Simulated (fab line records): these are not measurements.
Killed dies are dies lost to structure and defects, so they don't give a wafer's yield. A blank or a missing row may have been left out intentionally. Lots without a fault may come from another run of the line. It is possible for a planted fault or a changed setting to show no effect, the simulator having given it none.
What tool caused it? | flow gf180mcu | 14 lots with 41 wafers sampled at 4 steps, on a route of 602 steps

== WHAT THE GAUGES SHOWED, per wafer ==
GF_STI_CD_MEAS_12: target cd 220 nm. Usual: cd_nm 220.1 nm, standard deviation 1.2.
lot  | measured    | on        | cd_nm (nm)        | flag
L693 | day 2 08:20 | cd_sem-02 | 219.1 219.3 219.2 |
L694 | day 2 14:53 | cd_sem-02 | 220.5 220.6 219.7 |
L696 | day 2 23:26 | cd_sem-02 | 220.9 221.0 220.5 |
L699 | day 3 13:37 | cd_sem-01 | 220.0 221.1       |
L705 | day 4 20:42 | cd_sem-02 | 221.4 220.9 219.9 |
L706 | day 5 02:02 | cd_sem-02 | 219.8 218.5 219.3 |
L707 | day 5 06:06 | cd_sem-02 | 218.8 218.2 218.8 |
L708 | day 5 12:29 | cd_sem-01 | 218.3 219.3 220.0 |
L710 | day 5 21:26 | cd_sem-02 | 220.8 220.6 220.4 |
L711 | day 6 03:49 | cd_sem-01 | 219.8 219.2 219.6 |
L712 | day 6 08:24 | cd_sem-02 | 221.0 220.1 219.9 |
L713 | day 6 13:16 | cd_sem-02 | 218.7 219.3 218.0 |
L714 | day 6 19:28 | cd_sem-02 | 217.6 218.8 220.2 |
L715 | day 7 00:07 | cd_sem-02 | 220.4 220.7 221.8 |

GF_STI_THK_MEAS_30. Usual: STI_OXIDATION_02_THK 9.95 nm, standard deviation 0.17.
lot  | measured    | on            | STI_OXIDATION_02_THK (nm) | flag
L693 | day 2 13:13 | film_metro-01 | 10.00 10.04 10.06         |
L694 | day 2 21:02 | film_metro-04 | 9.93 9.99 9.99            |
L696 | day 3 04:16 | film_metro-01 | 9.82 9.97 9.79            |
L699 | day 3 17:59 | film_metro-01 | 9.63 9.73                 |
L705 | day 5 03:11 | film_metro-04 | 10.05 9.91 10.04          |
L706 | day 5 06:55 | film_metro-01 | 9.90 9.97 9.97            |
L707 | day 5 10:25 | film_metro-03 | 10.17 9.97 9.90           |
L708 | day 5 17:18 | film_metro-01 | 10.07 10.19 10.01         |
L710 | day 6 02:52 | film_metro-01 | 9.80 10.03 10.01          |
L711 | day 6 08:13 | film_metro-01 | 9.87 9.91 9.86            |
L712 | day 6 12:58 | film_metro-01 | 10.18 10.14 10.08         |
L713 | day 6 17:49 | film_metro-03 | 10.13 9.98 10.11          |
L714 | day 6 23:48 | film_metro-03 | 10.25 10.07 10.15         |
L715 | day 7 05:01 | film_metro-04 | 9.88 9.94 9.90            |

GF_PSD_CD_MEAS_07: target cd 400 nm. Usual: cd_nm 399.5 nm, standard deviation 1.7.
lot  | measured     | on        | cd_nm (nm)        | flag
L693 | day 14 13:11 | cd_sem-02 | 399.8 400.7 400.8 |
L694 | day 15 03:24 | cd_sem-02 | 400.8 398.2 400.5 |
L696 | day 15 18:31 | cd_sem-02 | 398.4 399.8 398.1 |
L699 | day 16 17:26 | cd_sem-01 | 400.2 399.1       |
L705 | day 18 23:14 | cd_sem-02 | 403.3 402.2 402.7 |
L706 | day 19 06:53 | cd_sem-02 | 401.4 398.0 399.2 |
L707 | day 19 08:31 | cd_sem-02 | 396.9 397.8 395.7 |
L708 | day 19 22:08 | cd_sem-01 | 397.7 398.3 394.9 |
L710 | day 20 16:50 | cd_sem-01 | 399.0 398.0 399.4 |
L711 | day 20 19:31 | cd_sem-02 | 402.2 399.2 399.5 |
L712 | day 21 04:38 | cd_sem-02 | 399.2 399.4 396.0 |
L713 | day 21 16:56 | cd_sem-01 | 397.7 400.0 399.4 |
L714 | day 21 20:23 | cd_sem-02 | 400.3 400.5 402.8 |
L715 | day 22 04:20 | cd_sem-01 | 400.2 399.8 399.7 |

== EACH LOT AND THE TOOL THAT RAN IT (in order: tool; ch and the chambers of the sampled wafers; start) ==
lot  | GF_POLY_GATE_PEB_08
L693 | litho_track-03 ch 0, day 9 12:18
L694 | litho_track-01 ch 0, day 9 23:56
L696 | litho_track-03 ch 0, day 10 11:07
L699 | litho_track-03 ch 0, day 11 06:52
L705 | litho_track-01 ch 0, day 13 03:32
L706 | litho_track-01 ch 0, day 13 06:47
L707 | litho_track-04 ch 0, day 13 13:05
L708 | litho_track-01 ch 0, day 13 22:29
L710 | litho_track-01 ch 0, day 14 13:50
L711 | litho_track-04 ch 0, day 14 16:23
L712 | litho_track-03 ch 0, day 15 01:23
L713 | litho_track-01 ch 0, day 15 11:11
L714 | litho_track-04 ch 0, day 15 14:55
L715 | litho_track-03 ch 0, day 15 22:46
- GF_POLY_GATE_PEB_08: peb time 90 s.

== AS READ BY THE TOOLS THEMSELVES (means over the sampled wafers that have a number; for cases with no such wafer, the mark the record gives instead) ==
GF_POLY_GATE_PEB_08. Usual: chill_plate_temp_C 23.00 C, standard deviation 0.11; heater_power_total_W 85.70 W, standard deviation 0.08; plate_temp_C 134.99 C, standard deviation 0.12.
lot  | tool           | chill_plate_temp_C (C) | heater_power_total_W (W) | plate_temp_C (C) | flag
L693 | litho_track-03 | 22.98                  | 85.72                    | 135.01           |
L694 | litho_track-01 | 23.17                  | 85.59                    | 135.08           |
L696 | litho_track-03 | 23.01                  | 87.14                    | 134.90           | OFF
L699 | litho_track-03 | 23.05                  | 87.80                    | 134.70           | OFF
L705 | litho_track-01 | 22.98                  | 85.79                    | 135.12           |
L706 | litho_track-01 | 22.99                  | 85.69                    | 135.08           |
L707 | litho_track-04 | 22.91                  | 85.69                    | 134.85           |
L708 | litho_track-01 | 23.05                  | 85.73                    | 135.01           |
L710 | litho_track-01 | 23.16                  | 85.70                    | 134.95           |
L711 | litho_track-04 | 22.97                  | 85.69                    | 134.97           |
L712 | litho_track-03 | 23.01                  | 85.72                    | 134.91           |
L713 | litho_track-01 | 22.99                  | 85.68                    | 135.16           |
L714 | litho_track-04 | 22.95                  | 85.78                    | 135.02           |
L715 | litho_track-03 | 22.91                  | 85.64                    | 134.94           |

== THE ANSWER, worked out from the rows above alone ==
Rule: lot off if the mean of its wafers having a number is beyond 3 standard deviations from the usual mean. Also off: a lot with no number at a reading for which 4 or more lots have one. Where the step has rows for the other lots, those lots are counted as sound. The gauges are gone through in route order, then the tools' own readings, and for those a lot's mean is taken as printed above. At the first step where some lot is off, the reading lying furthest off is the one used; lots without a number count as furthest.
Off: L696, L699 (GF_POLY_GATE_PEB_08, heater_power_total_W).
A tool fits if, at that step or a process step before it, it ran every lot that is off, and no sound lot after the first of them. None of those tried fits.

== WHAT WAS PUT IN BY THE SIMULATOR ==
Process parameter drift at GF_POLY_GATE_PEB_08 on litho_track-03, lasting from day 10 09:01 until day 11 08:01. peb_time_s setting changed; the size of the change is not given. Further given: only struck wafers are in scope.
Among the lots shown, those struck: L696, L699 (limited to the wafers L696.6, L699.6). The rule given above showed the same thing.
